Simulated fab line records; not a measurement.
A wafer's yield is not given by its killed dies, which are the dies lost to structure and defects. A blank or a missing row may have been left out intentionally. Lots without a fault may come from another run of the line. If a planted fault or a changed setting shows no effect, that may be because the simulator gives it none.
fab line records	flow sky130
record: lots: 12	wafers: 36	last_day: 51
route steps=708 shown LI_CONTACT@385 LOCAL_INTERCONNECT@387 CONTACT@408 PAD_OPEN@708
lots untouched by any fault: they come from a run of this same line in which no faults occurred
start_h: hours from the record's first day to the start of the lot's first wafer shown	wait_h: hours elapsed since this lot's preceding step	" repeats the value in the row above	L1.1+2: a single row standing in for several wafers	- no value, or no start given	* or withheld: withheld	< > ~ a bound
route shown NAME@n: names a module that has steps shown in the file, with the first one's number in the route	usual: mean and standard deviation over wafers with no fault	same: alike in all rows	chamber/n: place in a boat	sites: each site's reading	_std_site: their standard deviation	_edge_site: mean of outer sites minus mean of inner sites	radius_mm: how far each site lies from the wafer's centre	mask NAME#n: copy n	behind: the tool/chamber that last shaped the wafer	hold: the reason the lot was held/the length of the hold in hours/how it ended	device: the transistor (n, p or np) that didn't switch	end of line: at the end of the route, the tests of the same wafers	for a step that has no rows: nothing shown but its recipe	killed: the dies lost at the first sort to structure and to defects; this is not the yield of the wafer	map: a wafer's dies, x killed, . not, _ none there
set.NAME: the setting the step ran with; set.NAME@STEP: the setting that earlier step ran with	model.NAME: the simulator's own value behind a step, which no gauge read
the route's steps for a sample of lots (tables are steps, rows are wafers)
services: when a tool's chamber went out of use (start_h, in hours from the record's first day, below 0 if earlier), for how many hours, and the reason
== steps ==
step: SKY_LI_CONTACT_THK_MEAS_23
recipe: thk_meas_gauge: xrf	reads: W_of_LI_CONTACT_CVD_21
usual: LI_CONTACT_W_THK: 392/4.4
lot.wafer	tool	chamber	start_h	wait_h	LI_CONTACT_W_THK[nm]
L751.2	film_metro-03	-	709.30	0.1	391
L751.3	"	-	"	"	393
L751.5	"	-	"	"	389
L754.2	film_metro-04	-	715.90	0.1	390
L754.3	"	-	"	"	391
L754.4	"	-	"	"	395
L759.2	film_metro-02	-	754.30	0.1	389
L759.5	"	-	"	"	393
L759.6	"	-	"	"	394
L762.1	film_metro-02	-	781.36	0.1	392
L762.2	"	-	"	"	392
L762.5	"	-	"	"	392
L763.3	film_metro-04	-	784.78	0.1	391
L763.4	"	-	"	"	385
L763.6	"	-	"	"	394
L764.2	film_metro-03	-	799.11	0.1	398
L764.3	"	-	"	"	394
L764.5	"	-	"	"	392
L768.2	film_metro-04	-	824.81	0.1	394
L768.4	"	-	"	"	399
L768.6	"	-	"	"	398
L770.3	film_metro-02	-	835.17	0.1	396
L770.4	"	-	"	"	389
L770.5	"	-	"	"	388
L769.3	film_metro-04	-	835.40	0.1	398
L769.5	"	-	"	"	400
L769.6	"	-	"	"	406
L772.1	film_metro-02	-	881.37	0.1	388
L772.3	"	-	"	"	384
L772.6	"	-	"	"	385
L773.1	film_metro-02	-	882.50	0.1	391
L773.2	"	-	"	"	393
L773.6	"	-	"	"	389
L771.2	film_metro-03	-	885.31	0.1	391
L771.3	"	-	"	"	395
L771.4	"	-	"	"	393
step: SKY_LOCAL_INTERCONNECT_SPUTTER_00
recipe: material: TiN	target_thk_nm: 100	temp_c: 300	power_w: 6500	time_s: 83.3	chamber_pressure_pa: 0.4
usual: cathode_dc_power_W: 6500.0/1.1	throttle_valve_pct: 29.5/0.79
lot.wafer	tool	chamber	start_h	wait_h	cathode_dc_power_W	throttle_valve_pct
L751.2	pvd_sputter-04	-	709.65	0.2	6499.2	30.2
L751.3	"	-	"	"	6499.8	30.2
L751.5	"	-	"	"	6498.5	29.9
L754.2	pvd_sputter-04	-	716.25	0.1	6500.3	30.5
L754.3	"	-	"	"	6499.2	28.8
L754.4	"	-	"	"	6500.1	29.7
L759.2	pvd_sputter-04	-	754.65	0.2	6499.4	29.7
L759.5	"	-	"	"	6499.6	28.7
L759.6	"	-	"	"	6501.3	30.0
L762.1	pvd_sputter-02	-	781.72	0.2	6501.2	29.4
L762.2	"	-	"	"	6500.4	29.4
L762.5	"	-	"	"	6498.2	30.1
L763.3	pvd_sputter-04	-	785.22	0.2	6499.2	30.2
L763.4	"	-	"	"	6501.1	28.8
L763.6	"	-	"	"	6497.8	29.8
L764.2	pvd_sputter-03	-	799.46	0.1	6499.1	30.3
L764.3	"	-	"	"	6499.5	29.6
L764.5	"	-	"	"	6500.0	29.3
L768.2	pvd_sputter-04	-	825.16	0.1	6499.4	30.5
L768.4	"	-	"	"	6501.2	29.8
L768.6	"	-	"	"	6500.7	30.5
L770.3	pvd_sputter-02	-	835.51	0.2	6500.7	29.4
L770.4	"	-	"	"	6502.5	29.0
L770.5	"	-	"	"	6499.6	29.2
L769.3	pvd_sputter-04	-	835.81	0.1	6498.4	30.1
L769.5	"	-	"	"	6499.6	30.3
L769.6	"	-	"	"	6500.7	30.1
L772.1	pvd_sputter-02	-	881.73	0.1	6499.5	30.1
L772.3	"	-	"	"	6501.4	29.4
L772.6	"	-	"	"	6499.8	29.2
L773.1	pvd_sputter-03	-	882.86	0.2	6500.0	30.1
L773.2	"	-	"	"	6499.0	29.2
L773.6	"	-	"	"	6501.4	29.1
L771.2	pvd_sputter-03	-	885.66	0.2	6500.7	29.6
L771.3	"	-	"	"	6499.9	29.0
L771.4	"	-	"	"	6500.5	29.2
step: SKY_LOCAL_INTERCONNECT_OVL_MEAS_12
usual: LOCAL_INTERCONNECT_OVL: 1/6.2
lot.wafer	tool	chamber	start_h	wait_h	LOCAL_INTERCONNECT_OVL[nm]
L751.2	overlay-01	-	737.64	0.1	-3
L751.3	"	-	"	"	6
L751.5	"	-	"	"	6
L754.2	overlay-02	-	743.51	0.1	4
L754.3	"	-	"	"	3
L754.4	"	-	"	"	2
L759.2	overlay-01	-	782.11	0.1	2
L759.5	"	-	"	"	0
L759.6	"	-	"	"	0
L762.1	overlay-02	-	808.41	0.1	-3
L762.2	"	-	"	"	-8
L762.5	"	-	"	"	-3
L763.3	overlay-02	-	812.45	0.1	0
L763.4	"	-	"	"	1
L763.6	"	-	"	"	2
L764.2	overlay-01	-	826.46	0.1	5
L764.3	"	-	"	"	8
L764.5	"	-	"	"	11
L768.2	overlay-02	-	851.44	0.1	-7
L768.4	"	-	"	"	-4
L768.6	"	-	"	"	-4
L770.3	overlay-01	-	861.32	0.1	-3
L770.4	"	-	"	"	-1
L770.5	"	-	"	"	3
L769.3	overlay-02	-	862.07	0.1	3
L769.5	"	-	"	"	7
L769.6	"	-	"	"	1
L772.1	overlay-01	-	907.69	0.1	4
L772.3	"	-	"	"	2
L772.6	"	-	"	"	5
L773.1	overlay-01	-	908.64	0.1	4
L773.2	"	-	"	"	0
L773.6	"	-	"	"	4
L771.2	overlay-02	-	911.54	0.1	-9
L771.3	"	-	"	"	-2
L771.4	"	-	"	"	-5
step: SKY_CONTACT_HDPCVD_02
recipe: material: SiO2	target_thk_nm: 565	sigma_open_frac: 0.3	time_s: 94.2	temp_c: 600	sih4_flow_sccm: 60	pressure_mtorr: 6
usual: run_length_s: 122.5/0.52
lot.wafer	tool	chamber	start_h	wait_h	run_length_s
L751.2	hdpcvd-02	0	738.47	0.0	122.3
L751.3	"	2	"	"	121.8
L751.5	"	0	"	"	122.5
L754.2	hdpcvd-02	1	744.34	0.0	122.6
L754.3	"	2	"	"	121.7
L754.4	"	0	"	"	121.8
L759.2	hdpcvd-02	0	783.10	0.0	121.8
L759.5	"	1	"	"	122.8
L759.6	"	0	"	"	122.0
L762.1	hdpcvd-01	1	809.25	0.1	128.2
L762.2	"	0	"	"	127.9
L762.5	"	1	"	"	129.0
L763.3	hdpcvd-01	1	813.27	0.0	128.5
L763.4	"	2	"	"	127.8
L763.6	"	1	"	"	128.4
L764.2	hdpcvd-02	2	827.35	0.0	121.8
L764.3	"	0	"	"	122.3
L764.5	"	1	"	"	122.8
L768.2	hdpcvd-02	0	852.34	0.0	122.1
L768.4	"	0	"	"	122.2
L768.6	"	1	"	"	123.6
L770.3	hdpcvd-02	2	862.14	0.0	121.9
L770.4	"	2	"	"	122.2
L770.5	"	1	"	"	122.6
L769.3	hdpcvd-02	1	862.90	0.0	122.8
L769.5	"	0	"	"	121.8
L769.6	"	2	"	"	121.7
L772.1	hdpcvd-02	2	908.52	0.1	122.1
L772.3	"	0	"	"	122.1
L772.6	"	1	"	"	122.6
L773.1	hdpcvd-01	1	909.47	0.1	122.9
L773.2	"	2	"	"	122.3
L773.6	"	0	"	"	122.2
L771.2	hdpcvd-01	0	912.37	0.0	122.7
L771.3	"	1	"	"	123.5
L771.4	"	2	"	"	122.5
step: SKY_CONTACT_THK_MEAS_03
recipe: reads: SiO2_of_CONTACT_HDPCVD_02
usual: CONTACT_HDPCVD_THK: 565/6.6
lot.wafer	tool	chamber	start_h	wait_h	CONTACT_HDPCVD_THK[nm]
L751.2	film_metro-04	-	738.55	0.0	566
L751.3	"	-	"	"	563
L751.5	"	-	"	"	569
L754.2	film_metro-01	-	744.42	0.0	570
L754.3	"	-	"	"	561
L754.4	"	-	"	"	556
L759.2	film_metro-04	-	783.18	0.0	554
L759.5	"	-	"	"	561
L759.6	"	-	"	"	561
L762.1	film_metro-03	-	809.32	0.0	591
L762.2	"	-	"	"	600
L762.5	"	-	"	"	597
L763.3	film_metro-01	-	813.36	0.1	599
L763.4	"	-	"	"	608
L763.6	"	-	"	"	600
L764.2	film_metro-03	-	827.43	0.0	570
L764.3	"	-	"	"	570
L764.5	"	-	"	"	574
L768.2	film_metro-01	-	852.42	0.0	560
L768.4	"	-	"	"	564
L768.6	"	-	"	"	557
L770.3	film_metro-01	-	862.23	0.1	558
L770.4	"	-	"	"	555
L770.5	"	-	"	"	554
L769.3	film_metro-03	-	862.99	0.1	562
L769.5	"	-	"	"	562
L769.6	"	-	"	"	557
L772.1	film_metro-04	-	908.59	0.0	560
L772.3	"	-	"	"	552
L772.6	"	-	"	"	562
L773.1	film_metro-01	-	909.54	0.0	562
L773.2	"	-	"	"	570
L773.6	"	-	"	"	562
L771.2	film_metro-01	-	912.45	0.0	566
L771.3	"	-	"	"	569
L771.4	"	-	"	"	566
step: SKY_CONTACT_CMP_04
recipe: material: SiO2	down_force_psi: 4	platen_rpm: 60	pad_velocity_m_s: 0.94248
usual: head_pressure_psi: 4.000/0.0084	motor_current_A: 12.4/1.2	time_to_endpoint_s: 84/4.7
lot.wafer	tool	chamber	start_h	wait_h	head_pressure_psi	motor_current_A	time_to_endpoint_s
L751.2	cmp-01	0	738.65	0.1	4.010	13.5	81
L751.3	"	1	"	"	4.002	14.5	81
L751.5	"	0	"	"	4.004	14.0	82
L754.4	cmp-01	2	744.47	0.0	3.992	12.6	73
L754.2	"	0	"	"	3.998	13.4	81
L754.3	"	1	"	"	4.004	15.3	81
L759.2	cmp-01	3	783.23	0.0	4.004	11.3	77
L759.5	"	3	"	"	4.010	10.9	78
L759.6	"	0	"	"	4.009	13.7	79
L762.2	cmp-02	3	809.38	0.0	4.009	12.5	98
L762.1	"	1	"	"	4.022	13.4	92
L762.5	"	3	"	"	3.998	11.8	96
L763.3	cmp-01	3	813.45	0.1	3.986	10.6	96
L763.4	"	1	"	"	3.999	14.4	101
L763.6	"	3	"	"	4.000	10.9	100
L764.2	cmp-01	1	827.48	0.0	3.997	14.9	83
L764.3	"	0	"	"	4.005	14.0	83
L764.5	"	1	"	"	4.006	15.1	87
L768.4	cmp-02	0	852.54	0.1	3.999	12.7	88
L768.2	"	2	"	"	4.006	10.7	77
L768.6	"	3	"	"	3.992	11.7	80
L770.4	cmp-02	3	862.27	0.0	3.992	11.8	81
L770.3	"	1	"	"	4.009	12.7	79
L770.5	"	0	"	"	3.999	13.0	84
L769.3	cmp-02	1	863.03	0.0	3.978	13.7	83
L769.6	"	1	"	"	3.991	13.2	79
L769.5	"	2	"	"	4.000	10.6	82
L772.1	cmp-02	0	908.75	0.1	3.997	13.2	83
L772.3	"	1	"	"	3.996	13.3	74
L772.6	"	2	"	"	4.000	10.4	75
L773.1	cmp-02	2	909.60	0.1	3.994	10.2	78
L773.2	"	1	"	"	4.008	13.5	82
L773.6	"	3	"	"	3.999	12.6	83
L771.4	cmp-02	0	912.75	0.3	3.995	13.3	86
L771.2	"	1	"	"	3.994	13.5	80
L771.3	"	3	"	"	3.999	11.8	87
step: SKY_PAD_OPEN_PROBE_99
usual: killed_at_M0_to_M3: 43/6.8	killed_at_M4_up: 3.1/1.8	killed_at_contacts: 25/5.8	killed_at_front_end: 15/4.2	killed_at_other: 0.3/0.5	killed_dies: 87/9.7	killed_open: 47/7.3	killed_short: 39/6.6
same: gross_dies: 492	killed_at_back_side: 0
lot.wafer	tool	chamber	start_h	wait_h	killed_at_M0_to_M3	killed_at_M4_up	killed_at_contacts	killed_at_front_end	killed_at_other	killed_dies	killed_open	killed_short
L759.2	prober-02	-	1132.54	0.1	40	3	29	19	0	91	57	34
L759.5	prober-02	-	1132.69	0.2	57	6	20	18	0	101	59	42
L759.6	prober-02	-	1132.74	0.2	37	0	21	9	0	67	34	33
L762.1	prober-02	-	1155.56	0.1	41	1	28	16	0	86	54	32
L762.2	prober-02	-	1155.61	0.1	38	2	23	17	1	81	44	37
L762.5	prober-02	-	1155.76	0.2	46	6	38	18	0	108	68	40
L763.3	prober-01	-	1155.78	0.2	35	2	15	13	1	66	38	28
L763.4	prober-01	-	1155.83	0.2	35	3	17	13	0	68	36	32
L763.6	prober-01	-	1155.93	0.2	49	4	19	15	1	88	50	38
L769.3	prober-02	-	1190.00	0.2	39	7	23	15	0	84	39	45
L769.5	prober-02	-	1190.10	0.2	41	4	13	13	0	71	38	33
L769.6	prober-02	-	1190.15	0.2	44	7	24	11	0	86	51	35
killed by level:class
L759.2 VIA1:geometric_particle:open=14 LI_CONTACT:geometric_particle:open=10 CONTACT:geometric_particle:open=8 VIA2:geometric_particle:open=7 LOCAL_INTERCONNECT:geometric_particle:short=6 FIELD_ISO:geometric_particle:open=5 FIELD_ISO:geometric_particle:short=5 POLY_GATE:geometric_particle:open=4
L759.5 VIA3:geometric_particle:open=16 VIA1:geometric_particle:open=11 METAL2:geometric_particle:short=8 CONTACT:geometric_particle:open=7 LI_CONTACT:geometric_particle:open=6 FIELD_ISO:geometric_particle:short=5 FIELD_ISO:geometric_particle:open=5 POLY_GATE:geometric_particle:short=5
L759.6 VIA1:geometric_particle:open=12 LI_CONTACT:geometric_particle:open=8 VIA1:geometric_particle:short=8 CONTACT:geometric_particle:open=7 CONTACT:geometric_particle:short=4 METAL1:geometric_particle:short=4 FIELD_ISO:geometric_particle:short=3 POLY_GATE:geometric_particle:short=3
L762.1 CONTACT:geometric_particle:open=12 VIA1:geometric_particle:open=12 VIA3:geometric_particle:open=11 FIELD_ISO:geometric_particle:short=5 LI_CONTACT:geometric_particle:open=5 LOCAL_INTERCONNECT:geometric_particle:short=5 VIA1:geometric_particle:short=5 FIELD_ISO:geometric_particle:open=4
L762.2 VIA1:geometric_particle:open=11 FIELD_ISO:geometric_particle:open=6 LI_CONTACT:geometric_particle:open=5 LOCAL_INTERCONNECT:geometric_particle:short=5 CONTACT:geometric_particle:open=5 METAL2:geometric_particle:short=5 POLY_GATE:geometric_particle:open=4 LI_CONTACT:geometric_particle:short=4
L762.5 CONTACT:geometric_particle:open=16 VIA1:geometric_particle:open=12 VIA3:geometric_particle:open=11 LI_CONTACT:geometric_particle:open=9 LI_CONTACT:geometric_particle:short=6 FIELD_ISO:geometric_particle:short=5 POLY_GATE:geometric_particle:open=5 CONTACT:geometric_particle:short=5
L763.3 VIA3:geometric_particle:open=10 VIA1:geometric_particle:open=8 CONTACT:geometric_particle:short=6 FIELD_ISO:geometric_particle:open=4 CONTACT:geometric_particle:open=4 SPACER:geometric_particle:short=3 VIA2:geometric_particle:open=3 METAL1:geometric_particle:short=3
L763.4 VIA1:geometric_particle:open=9 FIELD_ISO:geometric_particle:short=7 CONTACT:geometric_particle:open=6 METAL1:geometric_particle:short=5 VIA3:geometric_particle:open=5 VIA2:geometric_particle:open=5 LI_CONTACT:geometric_particle:open=4 LOCAL_INTERCONNECT:geometric_particle:short=4
L763.6 VIA1:geometric_particle:open=10 VIA2:geometric_particle:open=9 FIELD_ISO:geometric_particle:open=7 CONTACT:geometric_particle:open=6 METAL1:geometric_particle:short=6 METAL2:geometric_particle:short=6 VIA3:geometric_particle:open=5 CONTACT:geometric_particle:short=5
L769.3 CONTACT:geometric_particle:open=11 METAL1:geometric_particle:short=8 VIA1:geometric_particle:open=8 CONTACT:geometric_particle:short=7 METAL4:geometric_particle:short=7 POLY_GATE:geometric_particle:open=6 VIA2:geometric_particle:open=6 VIA2:geometric_particle:short=4
L769.5 METAL1:geometric_particle:short=6 VIA1:geometric_particle:open=6 VIA2:geometric_particle:open=6 VIA3:geometric_particle:open=6 METAL2:geometric_particle:short=5 POLY_GATE:geometric_particle:open=5 LOCAL_INTERCONNECT:geometric_particle:short=4 CONTACT:geometric_particle:open=4
L769.6 VIA1:geometric_particle:open=10 LI_CONTACT:geometric_particle:open=9 VIA3:geometric_particle:open=8 CONTACT:geometric_particle:open=7 CONTACT:geometric_particle:short=5 METAL2:geometric_particle:short=5 VIA2:geometric_particle:open=5 VIA2:geometric_particle:short=4
== services ==
tool	chamber	start_h	hours	kind
cmp-02	-	690.05	3.4	pm
cmp-01	-	710.28	4.2	repair
pvd_sputter-03	-	712.14	4.3	repair
cmp-01	-	713.53	0.2	repair
hdpcvd-02	-	722.56	1.2	repair
cmp-02	-	736.40	2.8	repair
pvd_sputter-02	-	740.95	5.5	repair
cmp-02	-	744.05	4.0	pm
cmp-02	-	748.05	-	consumable_replace:conditioner
cmp-02	-	748.05	-	consumable_replace:pad
hdpcvd-01	-	753.47	3.0	repair
cmp-01	-	753.75	0.5	repair
cmp-01	-	754.23	2.7	repair
hdpcvd-01	-	756.11	0.4	repair
cmp-02	-	777.26	5.2	pm
cmp-02	-	809.74	2.5	repair
pvd_sputter-02	-	820.47	1.4	repair
cmp-01	-	843.77	1.6	repair
hdpcvd-01	1	846.22	5.1	repair
cmp-01	-	848.98	0.4	repair
cmp-01	-	850.55	4.6	pm
cmp-02	-	861.64	0.3	repair
pvd_sputter-03	-	869.41	4.9	repair
cmp-01	-	912.00	4.0	pm
== key ==
first_sign: step: SKY_CONTACT_HDPCVD_02	reading: run_length_s	direction: up	sigmas: 11	usual: *	struck: *
effect: step: SKY_CONTACT_THK_MEAS_03	reading: CONTACT_HDPCVD_THK	direction: up	sigmas: 5.2	usual: 565	struck: 599
effect: step: SKY_CONTACT_CMP_04	reading: time_to_endpoint_s	direction: up	sigmas: 2.9	usual: *	struck: *
met_at SKY_CONTACT_HDPCVD_02
struck_lots L762,L763
tester_left_out L762,L763
not_acting_at SKY_LI_CONTACT_THK_MEAS_23,SKY_LOCAL_INTERCONNECT_SPUTTER_00,SKY_LOCAL_INTERCONNECT_OVL_MEAS_12
fault: kind: process_parameter_drift	tool: hdpcvd-01	chamber: -	onset_h: 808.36	steps: SKY_CONTACT_HDPCVD_02	channel: time_s	offset: *	shape: step	end_h: 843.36	acts_in: *	stated: *
tester_left_out: of these lots the tester's yield and bins aren't shown, on N5 and GAA mostly nor the transistor test; their killed dies are dies lost to structure and defects alone, not to doping, threshold or leakage, so they don't give the yield
